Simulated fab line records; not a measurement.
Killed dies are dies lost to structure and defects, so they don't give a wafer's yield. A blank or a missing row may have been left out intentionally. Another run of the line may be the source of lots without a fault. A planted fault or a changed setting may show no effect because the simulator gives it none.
One fault seen from 2 desks :: flow sky130 :: only its own numbers are on each desk; what lay behind them is given at the end

== FROM THE METROLOGY DESK ==
Means of the sampled wafers that have a number, per lot and without regard to the tool the lot ran on: this is what the gauges read. A lot is out of limits, marked OUT, if its mean lies more than 4 standard deviations from the usual mean; the brackets give that distance.
Columns: A = LDD_HVN_TW at SKY_LDD_HVN_TW_MEAS_10, usual 1437; B = RES_XHIGH_RS at SKY_SD_N_RS_MEAS_18, usual 332.8 ohm/sq
lot: L699
first seen here: day 20 09:32
A: 1454
B: 333.3

lot: L700
first seen here: day 20 14:48
A: 1413
B: 333.7

lot: L701
first seen here: day 20 23:59
A: 1440
B: 332.9

lot: L703
first seen here: day 22 12:49
A: 1452
B: 333.9

lot: L705
first seen here: day 23 00:25
A: 1452
B: 335.0

lot: L706
first seen here: day 23 12:32
A: 1446
B: 333.6

lot: L707
first seen here: day 24 00:04
A: 1449
B: 331.5

lot: L709
first seen here: day 24 12:53
A: 1448
B: 333.2

lot: L710
first seen here: day 24 19:09
A: 1406
B: 332.7

lot: L711
first seen here: day 25 02:44
A: 1406
B: 332.4

lot: L718
first seen here: day 27 03:31
A: 1438
B: 332.4

lot: L719
first seen here: day 27 19:02
A: 1455
B: 333.6

lot: L721
first seen here: day 28 08:56
A: 1451
B: 331.9

lot: L722
first seen here: day 28 20:01
A: 1448
B: 332.9
This desk's finding: nothing out of limits on any of the 14 lots.

== DESK OF THE TOOL OWNER: iline stepper-01 ==
The tool's own readings at SKY_SD_N_EXPOSE_04 (exposes mask NSDM, target cd 380 nm): means of the sampled wafers that have a number, for each lot that ran on this tool. A lot is out of limits, marked OUT, if its mean lies more than 4 standard deviations from the usual mean; the brackets give that distance.
Columns: A = exposure dose mJ cm2 at SKY_SD_N_EXPOSE_04, usual 140.86; B = focus offset nm at SKY_SD_N_EXPOSE_04, usual 0.0 nm; C = reticle temp C at SKY_SD_N_EXPOSE_04, usual 23.02 C
lot: L701
first seen here: day 27 22:47
A: 140.84
B: 1.0
C: 23.00

lot: L705
first seen here: day 29 19:50
A: 140.78
B: -0.2
C: 23.00

lot: L707
first seen here: day 30 17:01
A: 140.89
B: 0.3
C: 23.07

lot: L710
first seen here: day 31 23:35
A: 140.91
B: -0.3
C: 23.04

lot: L722
first seen here: day 35 07:08
A: 140.92
B: 0.2
C: 23.05
This desk's finding: nothing out of limits on any of the 5 lots.

== TAKEN TOGETHER ==
The metrology desk saw nothing out of limits.
The tool owner's desk saw nothing out of limits.

== WHAT THE SIMULATOR PUT IN ==
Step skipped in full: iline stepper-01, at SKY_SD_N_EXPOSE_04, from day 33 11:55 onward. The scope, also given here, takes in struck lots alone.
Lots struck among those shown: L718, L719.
